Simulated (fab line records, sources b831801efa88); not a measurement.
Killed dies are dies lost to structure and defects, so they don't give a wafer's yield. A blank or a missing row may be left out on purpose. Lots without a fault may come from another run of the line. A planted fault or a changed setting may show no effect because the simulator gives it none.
A struck lot beside a sound one | flow sky130 | 34 steps out of a route of 708
Sound: wafers L765.2, L765.3, L765.5. Struck: wafers L776.1, L776.2, L776.4. The cause comes at the end.
At each step with rows: each side's tool, then ch and its chambers, then its first start. Under that, the readings that differ: sound wafers | struck wafers | difference of the means | sigmas: that difference in standard deviations of wafers without a fault.
alike: readings whose means differ by less than 2 such deviations, and words and numbers that are the same on both sides. not compared: withheld readings, readings that some wafer has no value for, bounds like >300 that may hide the same value, and numbers for which the record gives no deviation and whose values overlap.
The two part at a step that has a row with sigmas, a row that says differs or no value, or rows on one side only. Numbers that don't overlap but have no deviation are shown without sigmas and don't part them. A reading that every wafer of one side lacks parts them only if that side has two wafers or more.

first, 4 steps without rows for these wafers: SKY_METAL5_SOFTBAKE_10 (time 60 s); SKY_METAL5_EXPOSE_11 (exposes mask MM5, target cd 1600 nm); SKY_METAL5_PEB_12; SKY_METAL5_DEVELOP_13 (develop time 60 s).
SKY_METAL5_DESCUM_14: chemistry O2, time 11 s.
  sound on rie_metal-03 ch 0,1, day 46 05:52; struck on rie_metal-03 ch 0,1, day 47 22:28
  alike: chamber_pressure_mTorr, drypump_motor_current_A, oes_product_au
  not compared: rf_hours_counter_h
SKY_METAL5_METAL_ETCH_15: etches the open film in Cl2/BCl3, stops on SiO2, target depth 1260 nm, time 252 s.
  sound on rie_metal-03 ch 0,1, day 46 05:54; struck on rie_metal-03 ch 0,1, day 47 22:30
  alike: bcl3_flow_sccm, chamber_pressure_mTorr, drypump_motor_current_A, oes_product_au, throttle_valve_pct
  not compared: rf_hours_counter_h
SKY_METAL5_STRIP_16: strips in O2/N2.
  sound on plasma_asher-04 ch 0,1, day 46 06:08; struck on plasma_asher-03 ch 0,1, day 47 22:44
  alike: chamber_pressure_mTorr, drypump_motor_current_A, oes_product_au, strip_time_to_endpoint_s
  not compared: rf_hours_counter_h
then, 4 steps without rows for these wafers: SKY_METAL5_STRIP_17 (strips in post etch residue remover, time 1200 s); SKY_METAL5_CLEAN_18 (cleans in IPA, time 180 s); SKY_METAL5_CLEAN_19 (cleans in O3/DIW); SKY_PASSIVATION_CVD_00 (deposits SiO2, target thk 90 nm).
SKY_PASSIVATION_THK_MEAS_01:
  sound on film_metro-03, day 46 06:47; struck on film_metro-03, day 47 23:20
  alike: PASSIVATION_CVD_00_THK
SKY_PASSIVATION_CVD_02: deposits Si3N4, target thk 540 nm.
  sound on pecvd-03 ch 0,1,2, day 46 06:50; struck on pecvd-02 ch 0,1,2, day 47 23:24
  reading                                       | sound             | struck            | difference | sigmas
  rf_fwd_power_W (W)                            | 450.1 446.4 449.5 | 628.7 628.3 627.8 | +179.6     | +99 or more
  model.Si3N4_of_PASSIVATION_CVD_02.thk_nm (nm) | 540.8 542.2 555.8 | 596.6 582.6 606.7 | +49.0      |
  alike: heater_power_w
SKY_PASSIVATION_THK_MEAS_03:
  sound on film_metro-01, day 46 07:05; struck on film_metro-02, day 47 23:52
  reading                     | sound       | struck      | difference | sigmas
  PASSIVATION_CVD_02_THK (nm) | 541 542 556 | 597 582 606 | +49        | +6
  not compared: hold
then, 6 steps without rows for these wafers: SKY_PASSIVATION_HMDS_05 (prime time 60 s); SKY_PASSIVATION_COAT_06 (resist thk 3000 nm); SKY_PASSIVATION_SOFTBAKE_07; SKY_PASSIVATION_EXPOSE_08 (exposes mask NSM, target cd 3000 nm); SKY_PASSIVATION_PEB_09; SKY_PASSIVATION_DEVELOP_10 (develop time 60 s).
SKY_PASSIVATION_ETCH_11: etches the open film in CF4/O2, stops on AlCu, target depth 725 nm, time 161.1 s.
  sound on rie_diel-04 ch 1,3, day 47 01:34; struck on rie_diel-03 ch 0,1,3, day 48 18:12
  alike: cf4_flow_sccm, chamber_pressure_mTorr, drypump_motor_current_A, oes_product_au, throttle_valve_pct
  not compared: rf_hours_counter_h, model.PASSIVATION.feature_depth_nm, model.etch.depth_nm
SKY_PASSIVATION_STRIP_12: strips in O2/N2.
  sound on plasma_asher-03 ch 0,1, day 47 01:41; struck on plasma_asher-04 ch 0,1, day 48 18:19
  alike: chamber_pressure_mTorr, drypump_motor_current_A, oes_product_au, strip_time_to_endpoint_s
  not compared: rf_hours_counter_h
then, 7 steps without rows for these wafers: SKY_PAD_OPEN_DEHYDRATE_00 (time 60 s); SKY_PAD_OPEN_HMDS_01 (prime time 60 s); SKY_PAD_OPEN_COAT_02 (resist thk 3000 nm); SKY_PAD_OPEN_SOFTBAKE_03; SKY_PAD_OPEN_EXPOSE_04 (exposes mask PDM, target cd 60000 nm); SKY_PAD_OPEN_PEB_05; SKY_PAD_OPEN_DEVELOP_06 (develop time 60 s).
SKY_PAD_OPEN_ETCH_07: etches the open film in CF4/O2, stops on AlCu, target depth 725 nm, time 161.1 s.
  sound on rie_diel-04 ch 0,2, day 47 22:09; struck on rie_diel-04 ch 0,1,2, day 49 11:52
  alike: cf4_flow_sccm, chamber_pressure_mTorr, drypump_motor_current_A, oes_product_au, throttle_valve_pct
  not compared: rf_hours_counter_h, model.PAD_OPEN.feature_depth_nm, model.etch.depth_nm
SKY_PAD_OPEN_STRIP_08: strips in O2/N2.
  sound on plasma_asher-02 ch 0,1, day 47 22:16; struck on plasma_asher-01 ch 0,1, day 49 11:58
  reading                      | sound             | struck            | difference | sigmas
  strip_time_to_endpoint_s (s) | 37.09 37.29 37.14 | 37.01 36.97 36.89 | -0.22      | -2
  alike: chamber_pressure_mTorr, drypump_motor_current_A, oes_product_au
  not compared: rf_hours_counter_h
SKY_PAD_OPEN_STRIP_09: strips in post etch residue remover, time 1200 s.
  sound on wet_bench-04 ch 3, day 47 22:22; struck on wet_bench-02 ch 2, day 49 12:04
  reading                                       | sound             | struck            | difference | sigmas
  model.Si3N4_of_PASSIVATION_CVD_02.thk_nm (nm) | 540.5 541.9 555.4 | 596.2 582.2 606.4 | +49.0      |
then, 1 step without rows for these wafers: SKY_PAD_OPEN_CLEAN_10 (cleans in IPA, time 180 s).
SKY_PAD_OPEN_PROBE_99:
  the record has rows for the struck wafers here (prober-01, day 49 14:14) and none for the sound ones

WHERE THEY PART
First at SKY_PASSIVATION_CVD_02; last, within this record, at SKY_PAD_OPEN_PROBE_99.

WHY: what the simulator had put in
Process parameter drift: pecvd-02, from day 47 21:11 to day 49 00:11, at SKY_PASSIVATION_CVD_02. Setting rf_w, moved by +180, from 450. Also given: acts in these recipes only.
